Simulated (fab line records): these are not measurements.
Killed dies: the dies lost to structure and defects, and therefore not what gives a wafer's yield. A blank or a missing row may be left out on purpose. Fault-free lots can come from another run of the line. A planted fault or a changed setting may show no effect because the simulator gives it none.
What tool caused it?	flow gf180mcu	Sampling: 12 lots, 34 wafers, 6 of 602 route steps

== WHAT THE GAUGES SHOWED, per wafer ==
GF_HV_LDD_OVL_MEAS_20.
lot	measured	on	HV_LDD_01_OVL (nm)
L305	day 10 21:34	overlay-01	-3.0 -2.2 -2.7
L306	day 11 02:47	overlay-01	-1.1 -2.6 -1.8
L309	day 12 02:16	overlay-01	-0.9 -0.8 -1.1
L310	day 12 12:58	overlay-01	0.4 1.0 -2.6
L312	day 13 02:49	overlay-01	-0.2 -1.8 -0.6
L313	day 13 08:43	overlay-02	0.0 0.7 0.3
L316	day 14 05:30	overlay-01	-1.7 0.1 -1.2
L318	day 14 21:15	overlay-02	-0.7 -2.7
L320	day 15 14:13	overlay-01	2.9 1.2 1.6
L321	day 15 19:16	overlay-02	1.2 0.0
L327	day 17 20:23	overlay-02	1.1 0.6 0.7
L328	day 17 22:06	overlay-01	-0.1 1.7 2.3

GF_HV_LDD_OVL_MEAS_47.
lot	measured	on	HV_LDD_03_OVL (nm)
L305	day 12 12:08	overlay-01	-0.4 -0.1 -0.1
L306	day 12 17:37	overlay-02	-0.2 -1.0 -0.9
L309	day 13 18:52	overlay-02	-2.1 -0.4 -0.6
L310	day 14 06:38	overlay-02	0.3 1.9 2.0
L312	day 14 20:57	overlay-02	-0.6 0.0 0.6
L313	day 15 03:10	overlay-01	-1.5 -0.6 -1.9
L316	day 16 01:51	overlay-02	1.1 2.6 0.9
L318	day 16 18:04	overlay-01	1.0 0.2
L320	day 17 12:44	overlay-01	-0.5 0.8 0.0
L321	day 17 16:18	overlay-01	-0.2 0.4
L327	day 19 22:19	overlay-01	-0.7 -0.1 0.3
L328	day 20 00:04	overlay-01	0.8 -0.8 -0.8

GF_PSD_RS_MEAS_14: a four-point-probe measurement.
lot	measured	on	NSD_RS (ohm/sq)
L305	day 14 08:32	film_metro-03	46.14 46.22 46.25
L306	day 14 14:32	film_metro-04	46.02 46.10 46.00
L309	day 15 16:52	film_metro-04	45.91 46.05 46.07
L310	day 16 05:03	film_metro-03	46.01 46.10 46.08
L312	day 16 22:01	film_metro-02	46.12 45.98 46.09
L313	day 17 03:52	film_metro-03	46.12 46.12 46.12
L316	day 18 04:25	film_metro-04	46.14 46.21 46.32
L318	day 18 22:11	film_metro-02	46.07 41.48
L320	day 19 15:43	film_metro-03	41.73 41.67 46.14
L321	day 19 20:41	film_metro-04	46.03 41.65
L327	day 22 02:59	film_metro-03	46.10 46.12 46.15
L328	day 22 03:40	film_metro-03	46.27 46.21 46.17

GF_PSD_RS_MEAS_15: a four-point-probe measurement.
lot	measured	on	PSD_RS (ohm/sq)
L305	day 14 08:39	film_metro-03	108.64 108.68 108.93
L306	day 14 14:39	film_metro-04	108.00 108.06 107.99
L309	day 15 16:59	film_metro-04	107.94 108.34 108.10
L310	day 16 05:10	film_metro-03	108.55 108.46 108.19
L312	day 16 22:08	film_metro-02	108.48 108.13 108.68
L313	day 17 03:59	film_metro-03	108.44 108.60 108.55
L316	day 18 04:32	film_metro-04	109.08 108.55 109.02
L318	day 18 22:19	film_metro-02	108.38 99.95
L320	day 19 15:50	film_metro-03	100.28 100.42 108.44
L321	day 19 20:49	film_metro-04	108.56 100.41
L327	day 22 03:06	film_metro-03	108.62 109.10 108.67
L328	day 22 03:47	film_metro-03	108.44 108.66 108.72

== EACH LOT AND THE TOOL THAT RAN IT (in order: tool; ch and the chambers of the sampled wafers; start) ==
lot	GF_HV_LDD_ETCHBACK_58	GF_PSD_RTA_13
L305	rie_diel-01 ch 1,2, day 12 15:17	rtp_anneal-02 ch 0, day 14 08:26
L306	rie_diel-02 ch 0,1,2, day 12 20:46	rtp_anneal-01 ch 0, day 14 14:26
L309	rie_diel-02 ch 1,2,3, day 13 22:01	rtp_anneal-01 ch 0, day 15 16:47
L310	rie_diel-03 ch 0,1,2, day 14 09:47	rtp_anneal-02 ch 0, day 16 04:54
L312	rie_diel-03 ch 0,2,3, day 15 00:38	rtp_anneal-02 ch 0, day 16 21:52
L313	rie_diel-02 ch 0,2,3, day 15 06:19	rtp_anneal-01 ch 0, day 17 03:43
L316	rie_diel-01 ch 1,2,3, day 16 06:08	rtp_anneal-02 ch 0, day 18 04:20
L318	rie_diel-03 ch 1,2, day 16 21:17	rtp_anneal-02 ch 0, day 18 22:06
L320	rie_diel-01 ch 1,2, day 17 15:56	rtp_anneal-02 ch 0, day 19 15:37
L321	rie_diel-01 ch 1,2, day 17 19:31	rtp_anneal-02 ch 0, day 19 20:36
L327	rie_diel-02 ch 0,1,2, day 20 01:28	rtp_anneal-02 ch 0, day 22 02:53
L328	rie_diel-01 ch 1,2, day 20 03:13	rtp_anneal-02 ch 0, day 22 03:34
- GF_HV_LDD_ETCHBACK_58: etches Si3N4 in CH3F/O2, stops on SiO2, time 100 s, target depth 90 nm.
- GF_PSD_RTA_13: time 20 s.

== WHAT THE TOOLS THEMSELVES READ (means of the sampled wafers that have a number; where no wafer has one, the mark that the record gives instead) ==
GF_HV_LDD_ETCHBACK_58.
lot	tool	chamber_pressure_mTorr (mTorr)	drypump_motor_current_A (A)	oes_product_au (a.u.)	throttle_valve_pct (%)
L305	rie_diel-01	25.004	5.3	0.842	10.559
L306	rie_diel-02	25.003	5.9	0.838	10.562
L309	rie_diel-02	24.992	6.2	0.845	10.562
L310	rie_diel-03	25.024	5.9	0.839	10.566
L312	rie_diel-03	25.019	6.0	0.838	10.559
L313	rie_diel-02	24.989	5.9	0.845	10.562
L316	rie_diel-01	24.999	5.5	0.841	10.555
L318	rie_diel-03	24.986	5.5	0.837	10.552
L320	rie_diel-01	24.999	5.3	0.837	10.565
L321	rie_diel-01	25.010	5.2	0.843	10.553
L327	rie_diel-02	25.007	5.9	0.843	10.557
L328	rie_diel-01	24.978	5.2	0.847	10.560

GF_PSD_RTA_13.
lot	tool	anneal_temp_c_max	lamp_power_pct (%)	run_length_s (s)	wafer_temp_C_max
L305	rtp_anneal-02	1033.7	32.7	48.5	1028.9
L306	rtp_anneal-01	1032.9	31.1	48.7	1030.6
L309	rtp_anneal-01	1031.4	31.1	48.7	1030.8
L310	rtp_anneal-02	1033.7	32.7	50.8	1028.8
L312	rtp_anneal-02	1034.3	32.7	50.7	1029.2
L313	rtp_anneal-01	1032.8	31.1	51.1	1029.4
L316	rtp_anneal-02	1031.4	32.7	48.7	1028.3
L318	rtp_anneal-02	1033.0	32.7	61.3	1028.2
L320	rtp_anneal-02	1033.7	32.7	65.8	1028.5
L321	rtp_anneal-02	1032.6	32.7	61.7	1029.7
L327	rtp_anneal-02	1033.6	32.7	48.6	1029.5
L328	rtp_anneal-02	1033.3	32.7	48.5	1029.2

== THE ANSWER, worked out from the rows above alone ==
Rule: usual is defined by the lots themselves. Put in order of their means at a reading, lots are off if they are a third of the lots or fewer, leave a main group of 4 or more, and stand apart from it by a gap of 3 or more times the standard deviation of the main group's means; of several such gaps the widest counts. A main group whose means are all the same, to the digits that the tables above print for the reading, isn't used. A lot without any number at a reading at which 4 lots or more have one is off too. The other lots that the step has rows for count as sound. The gauges are gone through in route order, then the tools' own readings, and for those a lot's mean is taken as printed above. At the first step where some lot is off, the reading lying furthest off is the one used; lots without a number count as furthest.
Off: L318, L320, L321, seen at GF_PSD_RS_MEAS_14 (NSD_RS). The main group has a mean of 46.12 ohm/sq with a standard deviation of 0.076.
A tool fits if, at a process step before that reading, it ran every lot that is off, and no sound lot after the first of them. Not tried: the gauges at GF_PSD_RS_MEAS_14; whatever is off there is also off at GF_PSD_RTA_13, on other tools, and gauge error can't account for it. Of those tried, none fits.

== WHAT THE SIMULATOR HAD INSERTED ==
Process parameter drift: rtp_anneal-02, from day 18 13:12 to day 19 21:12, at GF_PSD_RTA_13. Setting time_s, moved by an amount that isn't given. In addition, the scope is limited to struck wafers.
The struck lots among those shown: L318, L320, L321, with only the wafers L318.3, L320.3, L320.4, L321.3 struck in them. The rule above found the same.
